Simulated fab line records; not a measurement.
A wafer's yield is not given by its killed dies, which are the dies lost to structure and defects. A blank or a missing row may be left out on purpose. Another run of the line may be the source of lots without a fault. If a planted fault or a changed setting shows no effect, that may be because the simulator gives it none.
What tool caused it? | flow sky130 | 24 lots, 72 wafers sampled, at 6 steps of a route of 708

WHAT EACH GAUGE READ, for each wafer
SKY_POLY_CUT_CD_MEAS_08: target cd 270 nm. Usual: cdNm at 269.8 nm, with a standard deviation of 1.4.
lot  | measured     | on       | cdNm (nm)         | flag
L074 | day 24 09:26 | cdSem-01 | 267.2 268.1 267.5 | 
L075 | day 24 12:13 | cdSem-01 | 269.1 270.9 269.8 | 
L076 | day 25 00:10 | cdSem-02 | 268.0 269.2 267.7 | 
L077 | day 25 09:17 | cdSem-02 | 269.1 269.0 270.7 | 
L078 | day 25 16:05 | cdSem-01 | 268.8 269.7 270.4 | 
L079 | day 25 22:38 | cdSem-01 | 269.7 270.0 270.0 | 
L080 | day 27 13:25 | cdSem-01 | 270.4 270.1 270.7 | 
L081 | day 27 13:58 | cdSem-01 | 267.1 268.8 268.6 | 
L082 | day 27 14:19 | cdSem-02 | 270.1 271.9 271.2 | 
L084 | day 27 14:41 | cdSem-01 | 269.9 270.0 269.2 | 
L083 | day 27 14:42 | cdSem-02 | 267.9 268.1 268.6 | 
L085 | day 28 07:56 | cdSem-01 | 267.6 269.3 268.9 | 
L086 | day 28 13:26 | cdSem-02 | 270.5 269.4 271.5 | 
L088 | day 28 23:44 | cdSem-01 | 271.7 272.0 271.9 | 
L087 | day 29 07:56 | cdSem-01 | 269.6 271.2 269.8 | 
L089 | day 29 16:19 | cdSem-02 | 271.1 272.0 270.1 | 
L090 | day 29 16:59 | cdSem-01 | 271.1 270.9 272.3 | 
L091 | day 29 21:39 | cdSem-02 | 268.7 270.1 268.5 | 
L092 | day 30 08:59 | cdSem-01 | 270.6 269.2 270.2 | 
L093 | day 30 11:59 | cdSem-01 | 273.3 271.7 272.0 | 
L094 | day 31 03:52 | cdSem-01 | 271.3 271.2 271.1 | 
L095 | day 31 07:19 | cdSem-02 | 269.6 269.5 269.7 | 
L096 | day 31 13:55 | cdSem-01 | 268.8 268.9 268.6 | 
L097 | day 31 18:46 | cdSem-02 | 268.6 267.5 268.3 | 

SKY_PASSIVATION_THK_MEAS_01. Usual: PASSIVATION_CVD_00_THK 90.1 nm, standard deviation 1.1.
lot  | measured     | on           | PASSIVATION_CVD_00_THK (nm) | flag
L074 | day 43 22:54 | filmMetro-03 | 87.9 87.9 91.0              | 
L075 | day 44 02:04 | filmMetro-02 | 87.7 89.3 89.1              | 
L076 | day 44 12:50 | filmMetro-03 | 88.0 89.6 91.0              | 
L077 | day 44 20:33 | filmMetro-02 | 88.6 90.5 89.2              | 
L078 | day 44 23:44 | filmMetro-03 | 89.5 88.7 90.0              | 
L079 | day 45 03:42 | filmMetro-02 | 89.7 91.7 91.5              | 
L080 | day 46 10:19 | filmMetro-02 | 89.8 88.5 90.1              | 
L081 | day 46 13:49 | filmMetro-02 | 90.3 91.5 91.2              | 
L082 | day 46 15:31 | filmMetro-02 | 88.3 90.3 89.6              | 
L084 | day 46 16:43 | filmMetro-03 | 89.9 90.8 90.6              | 
L083 | day 46 14:08 | filmMetro-01 | 90.9 90.3 90.0              | 
L085 | day 46 21:29 | filmMetro-01 | 90.0 92.6 92.1              | 
L086 | day 47 02:27 | filmMetro-01 | 90.0 90.0 90.7              | 
L088 | day 47 13:01 | filmMetro-01 | 90.8 91.3 90.6              | 
L087 | day 47 16:48 | filmMetro-02 | 91.5 91.5 92.1              | 
L089 | day 47 21:23 | filmMetro-03 | 88.5 88.9 90.8              | 
L090 | day 48 00:22 | filmMetro-02 | 90.0 89.7 90.8              | 
L091 | day 48 04:28 | filmMetro-02 | 90.6 90.5 91.2              | 
L092 | day 48 11:44 | filmMetro-01 | 89.2 90.3 91.1              | 
L093 | day 48 13:16 | filmMetro-03 | 90.4 90.5 91.1              | 
L094 | day 49 00:04 | filmMetro-03 | 89.7 88.9 90.8              | 
L095 | day 49 03:17 | filmMetro-02 | 89.5 91.3 90.2              | 
L096 | day 49 09:22 | filmMetro-02 | 89.7 91.9 91.6              | 
L097 | day 49 10:21 | filmMetro-02 | 89.7 89.5 90.4              | 

TOOL THAT RAN EACH LOT (tool first, then ch and the chambers of the sampled wafers, then the start)
lot  | SKY_METAL1_SPUTTER_01       | SKY_METAL2_SPUTTER_01       | SKY_METAL3_SPUTTER_02       | SKY_VIA3_CMP_02
L074 | pvdSputter-04, day 31 18:21 | pvdSputter-04, day 34 03:01 | pvdSputter-02, day 36 09:58 | cmp-01 ch 1,3, day 38 14:56
L075 | pvdSputter-04, day 31 21:40 | pvdSputter-03, day 34 07:08 | pvdSputter-04, day 36 15:14 | cmp-01 ch 0,1,3, day 38 20:53
L076 | pvdSputter-02, day 32 05:30 | pvdSputter-04, day 34 14:08 | pvdSputter-01, day 36 22:30 | cmp-01 ch 0,1,3, day 39 11:11
L077 | pvdSputter-01, day 32 15:42 | pvdSputter-03, day 34 23:59 | pvdSputter-01, day 37 07:34 | cmp-01 ch 0,2,3, day 39 17:02
L078 | pvdSputter-02, day 32 21:18 | pvdSputter-04, day 35 05:11 | pvdSputter-02, day 37 12:49 | cmp-01 ch 1,2,3, day 39 21:08
L079 | pvdSputter-04, day 33 04:35 | pvdSputter-04, day 35 12:55 | pvdSputter-01, day 37 19:59 | cmp-01 ch 2,3, day 39 23:47
L080 | pvdSputter-02, day 34 16:01 | pvdSputter-04, day 36 23:43 | pvdSputter-02, day 39 11:50 | cmp-01 ch 0,2,3, day 41 11:16
L081 | pvdSputter-01, day 34 16:56 | pvdSputter-04, day 37 00:53 | pvdSputter-04, day 39 13:20 | cmp-01 ch 0,1,2, day 41 14:33
L082 | pvdSputter-04, day 34 17:24 | pvdSputter-02, day 37 01:02 | pvdSputter-01, day 39 14:50 | cmp-01 ch 1,2,3, day 41 16:55
L084 | pvdSputter-04, day 34 18:25 | pvdSputter-04, day 37 02:43 | pvdSputter-04, day 39 15:26 | cmp-02 ch 0,1,2, day 41 17:13
L083 | pvdSputter-01, day 34 17:43 | pvdSputter-03, day 37 01:25 | pvdSputter-04, day 39 14:32 | cmp-01 ch 1,2, day 41 15:32
L085 | pvdSputter-02, day 35 09:36 | pvdSputter-03, day 37 16:26 | pvdSputter-01, day 39 22:20 | cmp-01 ch 0,3, day 41 23:23
L086 | pvdSputter-01, day 35 13:22 | pvdSputter-04, day 37 20:46 | pvdSputter-04, day 40 04:36 | cmp-01 ch 1,2,3, day 42 06:36
L088 | pvdSputter-04, day 36 00:42 | pvdSputter-04, day 38 07:58 | pvdSputter-04, day 40 16:47 | cmp-02 ch 0,1,2, day 42 18:28
L087 | pvdSputter-01, day 36 07:34 | pvdSputter-04, day 38 13:50 | pvdSputter-02, day 40 20:14 | cmp-02 ch 0,2, day 42 22:22
L089 | pvdSputter-02, day 36 15:34 | pvdSputter-03, day 38 22:34 | pvdSputter-04, day 41 01:20 | cmp-01 ch 1,2, day 43 03:21
L090 | pvdSputter-04, day 36 16:24 | pvdSputter-03, day 39 05:25 | pvdSputter-01, day 41 06:13 | cmp-01 ch 1,2, day 43 08:41
L091 | pvdSputter-01, day 36 20:39 | pvdSputter-04, day 39 11:13 | pvdSputter-02, day 41 11:38 | cmp-01 ch 0,1, day 43 12:19
L092 | pvdSputter-02, day 37 06:20 | pvdSputter-04, day 39 16:55 | pvdSputter-02, day 41 19:19 | cmp-01 ch 0,2,3, day 43 20:48
L093 | pvdSputter-04, day 37 09:46 | pvdSputter-04, day 39 18:25 | pvdSputter-01, day 41 21:44 | cmp-01 ch 0,1, day 43 22:12
L094 | pvdSputter-04, day 38 00:46 | pvdSputter-03, day 40 09:40 | pvdSputter-01, day 42 12:17 | cmp-02 ch 0,2,3, day 44 11:48
L095 | pvdSputter-04, day 38 03:15 | pvdSputter-02, day 40 12:35 | pvdSputter-02, day 42 15:44 | cmp-01 ch 2,3, day 44 15:26
L096 | pvdSputter-01, day 38 11:45 | pvdSputter-02, day 40 19:00 | pvdSputter-01, day 42 23:34 | cmp-01 ch 0,1, day 44 21:51
L097 | pvdSputter-01, day 38 15:07 | pvdSputter-04, day 40 21:37 | pvdSputter-01, day 43 00:14 | cmp-02 ch 0,1,2, day 44 22:46
- SKY_METAL1_SPUTTER_01: material TiN, target thk 20 nm, time 16.7 s.
- SKY_METAL2_SPUTTER_01: material TiN, target thk 20 nm, time 16.7 s.
- SKY_METAL3_SPUTTER_02: material AlCu, target thk 735 nm, time 39.1 s.
- SKY_VIA3_CMP_02: polishes SiO2.

WHAT THE TOOLS THEMSELVES READ (means of the sampled wafers that have a number; where no wafer has one, the mark that the record gives instead)
SKY_METAL1_SPUTTER_01. Usual: throttleValvePct at 30.0 %, with a standard deviation of 0.98.
lot  | tool          | throttleValvePct (%) | flag
L074 | pvdSputter-04 | 30.7                 | 
L075 | pvdSputter-04 | 29.3                 | 
L076 | pvdSputter-02 | 29.5                 | 
L077 | pvdSputter-01 | 30.9                 | 
L078 | pvdSputter-02 | 29.7                 | 
L079 | pvdSputter-04 | 30.2                 | 
L080 | pvdSputter-02 | 29.6                 | 
L081 | pvdSputter-01 | 29.7                 | 
L082 | pvdSputter-04 | 30.3                 | 
L084 | pvdSputter-04 | 29.8                 | 
L083 | pvdSputter-01 | 29.9                 | 
L085 | pvdSputter-02 | 29.5                 | 
L086 | pvdSputter-01 | 30.5                 | 
L088 | pvdSputter-04 | 30.2                 | 
L087 | pvdSputter-01 | 30.1                 | 
L089 | pvdSputter-02 | 29.7                 | 
L090 | pvdSputter-04 | 29.5                 | 
L091 | pvdSputter-01 | 29.5                 | 
L092 | pvdSputter-02 | 29.4                 | 
L093 | pvdSputter-04 | 29.3                 | 
L094 | pvdSputter-04 | 30.4                 | 
L095 | pvdSputter-04 | 29.7                 | 
L096 | pvdSputter-01 | 30.4                 | 
L097 | pvdSputter-01 | 30.7                 | 

SKY_METAL2_SPUTTER_01. Usual: throttleValvePct at 30.0 %, with a standard deviation of 0.92.
lot  | tool          | throttleValvePct (%) | flag
L074 | pvdSputter-04 | 30.6                 | 
L075 | pvdSputter-03 | 30.3                 | 
L076 | pvdSputter-04 | 29.4                 | 
L077 | pvdSputter-03 | 30.0                 | 
L078 | pvdSputter-04 | 30.1                 | 
L079 | pvdSputter-04 | 30.5                 | 
L080 | pvdSputter-04 | 30.1                 | 
L081 | pvdSputter-04 | 30.3                 | 
L082 | pvdSputter-02 | 29.3                 | 
L084 | pvdSputter-04 | 29.9                 | 
L083 | pvdSputter-03 | 30.3                 | 
L085 | pvdSputter-03 | 30.0                 | 
L086 | pvdSputter-04 | 30.4                 | 
L088 | pvdSputter-04 | 30.3                 | 
L087 | pvdSputter-04 | 29.5                 | 
L089 | pvdSputter-03 | 30.1                 | 
L090 | pvdSputter-03 | 30.1                 | 
L091 | pvdSputter-04 | 30.3                 | 
L092 | pvdSputter-04 | 29.5                 | 
L093 | pvdSputter-04 | 28.7                 | 
L094 | pvdSputter-03 | 29.9                 | 
L095 | pvdSputter-02 | 29.2                 | 
L096 | pvdSputter-02 | 29.3                 | 
L097 | pvdSputter-04 | 30.4                 | 

SKY_METAL3_SPUTTER_02. Usual: throttleValvePct at 29.9 %, with a standard deviation of 0.91.
lot  | tool          | throttleValvePct (%) | flag
L074 | pvdSputter-02 | 29.7                 | 
L075 | pvdSputter-04 | 30.3                 | 
L076 | pvdSputter-01 | 29.9                 | 
L077 | pvdSputter-01 | 30.7                 | 
L078 | pvdSputter-02 | 29.8                 | 
L079 | pvdSputter-01 | 30.3                 | 
L080 | pvdSputter-02 | 29.4                 | 
L081 | pvdSputter-04 | 30.2                 | 
L082 | pvdSputter-01 | 30.7                 | 
L084 | pvdSputter-04 | 28.8                 | 
L083 | pvdSputter-04 | 29.7                 | 
L085 | pvdSputter-01 | 30.0                 | 
L086 | pvdSputter-04 | 29.2                 | 
L088 | pvdSputter-04 | 30.6                 | 
L087 | pvdSputter-02 | 29.3                 | 
L089 | pvdSputter-04 | 29.5                 | 
L090 | pvdSputter-01 | 30.7                 | 
L091 | pvdSputter-02 | 29.6                 | 
L092 | pvdSputter-02 | 29.5                 | 
L093 | pvdSputter-01 | 29.3                 | 
L094 | pvdSputter-01 | 30.7                 | 
L095 | pvdSputter-02 | 30.1                 | 
L096 | pvdSputter-01 | 29.7                 | 
L097 | pvdSputter-01 | 30.2                 | 

SKY_VIA3_CMP_02. Usual: headPressurePsi 3.999 psi, standard deviation 0.0089; motorCurrentA 11.8 A, standard deviation 0.96.
lot  | tool   | headPressurePsi (psi) | motorCurrentA (A) | flag
L074 | cmp-01 | 3.993                 | 11.8              | 
L075 | cmp-01 | 3.999                 | 11.6              | 
L076 | cmp-01 | 3.993                 | 11.6              | 
L077 | cmp-01 | 3.993                 | 12.5              | 
L078 | cmp-01 | 4.000                 | 12.1              | 
L079 | cmp-01 | 4.006                 | 12.3              | 
L080 | cmp-01 | 3.998                 | 12.9              | 
L081 | cmp-01 | 3.999                 | 11.9              | 
L082 | cmp-01 | 3.992                 | 11.7              | 
L084 | cmp-02 | 4.008                 | 11.2              | 
L083 | cmp-01 | 3.992                 | 10.9              | 
L085 | cmp-01 | 4.002                 | 12.2              | 
L086 | cmp-01 | 4.000                 | 11.9              | 
L088 | cmp-02 | 3.998                 | 11.1              | 
L087 | cmp-02 | 3.995                 | 11.2              | 
L089 | cmp-01 | 4.000                 | 11.6              | 
L090 | cmp-01 | 3.998                 | 12.1              | 
L091 | cmp-01 | 3.995                 | 11.2              | 
L092 | cmp-01 | 4.005                 | 12.5              | 
L093 | cmp-01 | 4.009                 | 11.2              | 
L094 | cmp-02 | 4.004                 | 11.6              | 
L095 | cmp-01 | 3.998                 | 12.7              | 
L096 | cmp-01 | 3.992                 | 11.7              | 
L097 | cmp-02 | 4.009                 | 11.1              | 

THE ANSWER, worked out from the rows above alone
Rule: a lot is off if the mean of its wafers that have a number lies more than 3 standard deviations from the usual mean. A lot without any number at a reading at which 4 lots or more have one is off too. All remaining lots with rows at the step are treated as sound. Order of review: gauges by route order, followed by the tools' own readings, for which a lot's mean as printed above is used. The first step at which some lot is off is used, and at that step the reading that is off furthest; a lot without a number counts as furthest.
Across all readings shown, no lot is off: no conclusion can be drawn from this.

WHAT HAD BEEN PUT IN BY THE SIMULATOR
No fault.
